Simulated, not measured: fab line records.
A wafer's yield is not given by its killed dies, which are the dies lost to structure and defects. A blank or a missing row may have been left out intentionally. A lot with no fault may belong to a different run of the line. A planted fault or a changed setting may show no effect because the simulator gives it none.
A lot that was struck, set against a sound lot + flow sky130 + 15 steps out of a route of 708
Sound: the wafers L848.1, L848.4, L848.5. Wafers L855.2, L855.3, L855.6 were the ones struck. Last of all comes the cause.
Order at every step that has rows: each side's tool, ch and its chambers, its first start. Under that, the readings that differ: sound wafers + struck wafers + difference of the means + sigmas: that difference in standard deviations of wafers without a fault.
alike: words and numbers the same on both sides, and readings whose means are apart by under 2 such deviations; not compared: readings that were withheld, readings missing a value for some wafer, numbers with overlapping values and no deviation given by the record, and bounds like >300 which may hide the same value.
The two part at a step that has a row with sigmas, a row that says differs or no value, or rows on one side only. When numbers do not overlap yet have no deviation, they are printed without sigmas and do not part them. A reading missing from all wafers of one side parts the sides only when that side holds two or more wafers.

first, 4 steps without rows for these wafers: SKY_VIA2_SOFTBAKE_08 (time 90 s); SKY_VIA2_EXPOSE_09 (exposes mask VIM2, target cd 200 nm); SKY_VIA2_PEB_10; SKY_VIA2_DEVELOP_11 (develop time 60 s).
SKY_VIA2_CD_MEAS_12: the cd target is 200 nm.
  struck on cd_sem-02, day 39 13:57; sound on cd_sem-02, day 36 03:47
  alike: cd_nm
SKY_VIA2_OVL_MEAS_13:
  struck on overlay-01, day 39 14:04; sound on overlay-01, day 36 03:54
  alike: VIA2_OVL
SKY_VIA2_ETCH_14: etches BARC in N2/H2, stops on SiO2, time 45.9 s, target depth 60 nm.
  sound on rie_diel-02 ch 0,1,2, day 36 03:56; struck on rie_diel-01 ch 0,1,2, day 39 14:05
| reading               | sound             | struck            | difference | sigmas |
|-----------------------|-------------------|-------------------|------------|--------|
| oes_product_au (a.u.) | 0.847 0.847 0.846 | 0.852 0.855 0.863 | +0.010     | +2     |
  alike: drypump_motor_current_A, throttle_valve_pct
  not compared: rf_hours_counter_h
SKY_VIA2_ETCH_15: etches SiO2 in C4F8/O2/Ar, stops on TiN, target depth 546 nm, time 84 s.
  sound on rie_diel-02 ch 0,1,2, day 36 03:59; struck on rie_diel-01 ch 0,1,2, day 39 14:08
  alike: oes_product_au
  not compared: rf_hours_counter_h
SKY_VIA2_STRIP_16: strips in O2/N2.
  sound on plasma_asher-02 ch 0,1, day 36 04:02; struck on plasma_asher-02 ch 0, day 39 14:12
  alike: drypump_motor_current_A, oes_product_au, strip_time_to_endpoint_s
  not compared: rf_hours_counter_h
then, 3 steps without rows for these wafers: SKY_VIA2_STRIP_17 (strips in post etch residue remover, time 1200 s); SKY_VIA2_CLEAN_18 (cleans in IPA, time 180 s); SKY_VIA2_CLEAN_19 (cleans in O3/DIW).
SKY_VIA2_SPUTTER_20: material TiN, target thk 20 nm, time 80 s.
  struck on pvd_sputter-03, day 39 14:47; sound on pvd_sputter-03, day 36 04:38
  no value came back on the struck wafers for cathode_dc_power_W (W), chamber_pressure_pa (Pa), throttle_valve_pct (%); on the sound wafers cathode_dc_power_W (W) reads 4000.8 4000.2 4000.0
SKY_VIA2_CVD_21: deposits W, target thk 420 nm, time 126.4 s.
  sound on cvd_w-01 ch 0,1, day 36 04:42; struck on cvd_w-02 ch 0,1, day 39 14:51
  alike: heater_power_w, susceptor_temp_C
-- the record jumps here: 9 days lie between the struck wafers' starts before and after (it left off in module VIA2 and takes up again in module PAD_OPEN, whose first step shown is number 708 of the route) --
SKY_PAD_OPEN_PROBE_99:
  struck on prober-01, day 48 09:46; sound on prober-01, day 45 15:59
| reading                  | sound          | struck                                                               | difference                   | sigmas |
|--------------------------|----------------|----------------------------------------------------------------------|------------------------------|--------|
| hold                     | - - -          | await_dispo/2.2h/scrap await_dispo/2.2h/scrap await_dispo/2.2h/scrap | no value on the sound wafers |        |
| defect_limited_yield (%) | 82.5 81.1 83.9 | 0 0 0                                                                | -82                          | -46    |
| killed_at_M0_to_M3       | 40 39 41       | 453 446 445                                                          | +408                         | +62    |
| killed_dies              | 86 93 79       | 492 492 492                                                          | +406                         | +47    |
| killed_on_rim            | 14 17 14       | 96 96 96                                                             | +81                          | +21    |
| sort_bin_5_function (%)  | 9.8 10.6 10.8  | 92.9 93.5 91.3                                                       | +82.2                        | +59    |
| sort_n_pass              | 406 399 413    | 0 0 0                                                                | -406                         | -47    |
| sort_yield_pct (%)       | 82.5 81.1 83.9 | 0 0 0                                                                | -82                          | -46    |
  alike: killed_at_M4_up, killed_at_contacts, killed_at_front_end, killed_at_other, killed_open, killed_short, sort_bin_3_pad_short, sort_bin_6_memory

## WHERE THEY PART
First at SKY_VIA2_ETCH_14; last, within this record, at SKY_PAD_OPEN_PROBE_99.

WHY: what the simulator had put in
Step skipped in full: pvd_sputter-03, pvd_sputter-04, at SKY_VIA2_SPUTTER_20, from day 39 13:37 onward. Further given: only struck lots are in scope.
